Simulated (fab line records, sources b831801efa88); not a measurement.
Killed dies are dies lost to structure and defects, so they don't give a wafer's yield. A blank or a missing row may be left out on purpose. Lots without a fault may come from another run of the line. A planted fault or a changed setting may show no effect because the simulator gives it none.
Chamber matching | flow gf180mcu | GF_POLY_GATE_ETCH_12 on rie_diel-04: 4 sister chambers
The step etches BARC in N2/H2. 8 wafers are shown with their chamber, then 8 later ones without.

WAFERS WITH THEIR CHAMBER
wafer  | chamber | drypump_motor_current_A (A) | throttle_valve_pct (%)
L083.5 | 1       | 5.8                         | 13.209
L087.4 | 1       | 5.8                         | 13.180
L087.5 | 3       | 5.3                         | 13.211
L087.6 | 2       | 5.2                         | 13.227
L089.2 | 0       | 5.9                         | 13.199
L089.5 | 0       | 5.9                         | 13.201
L089.6 | 3       | 5.3                         | 13.222
L092.2 | 2       | 5.1                         | 13.217

WAFERS WITHOUT THEIR CHAMBER
wafer  | drypump_motor_current_A (A) | throttle_valve_pct (%)
L092.4 | 5.8                         | 13.213
L092.5 | 5.8                         | 13.221
L096.1 | 5.9                         | 13.201
L096.3 | 5.3                         | 13.210
L096.5 | 5.3                         | 13.203
L097.4 | 5.8                         | 13.218
L097.5 | 5.8                         | 13.214
L097.6 | 5.1                         | 13.202

WHICH CHAMBER EACH WENT THROUGH
wafer  | from the rows above     | in truth
L092.4 | can't be placed: 1 or 0 | 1
L092.5 | can't be placed: 1 or 0 | 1
L096.1 | 0                       | 0
L096.3 | 3                       | 3
L096.5 | 3                       | 3
L097.4 | can't be placed: 1 or 0 | 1
L097.5 | can't be placed: 1 or 0 | 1
L097.6 | 2                       | 2
Placed correctly: 4 of 8. Can't be placed from these rows: 4 (the true chamber is among the candidates in 4). Placed wrongly: 0.
How it was worked out, from the rows above alone: a wafer's distance from a chamber is the root of the sum, over the readings, of the square of ((its reading less the chamber's mean) divided by the reading's scatter). The wafer belongs to the nearest chamber; if the next one is less than 2 further off, it can't be placed. A chamber's mean is the mean of its shown wafers. The scatter: the root of (the sum of the squares of (reading less its chamber's mean) over the shown wafers, divided by (wafers less chambers)).
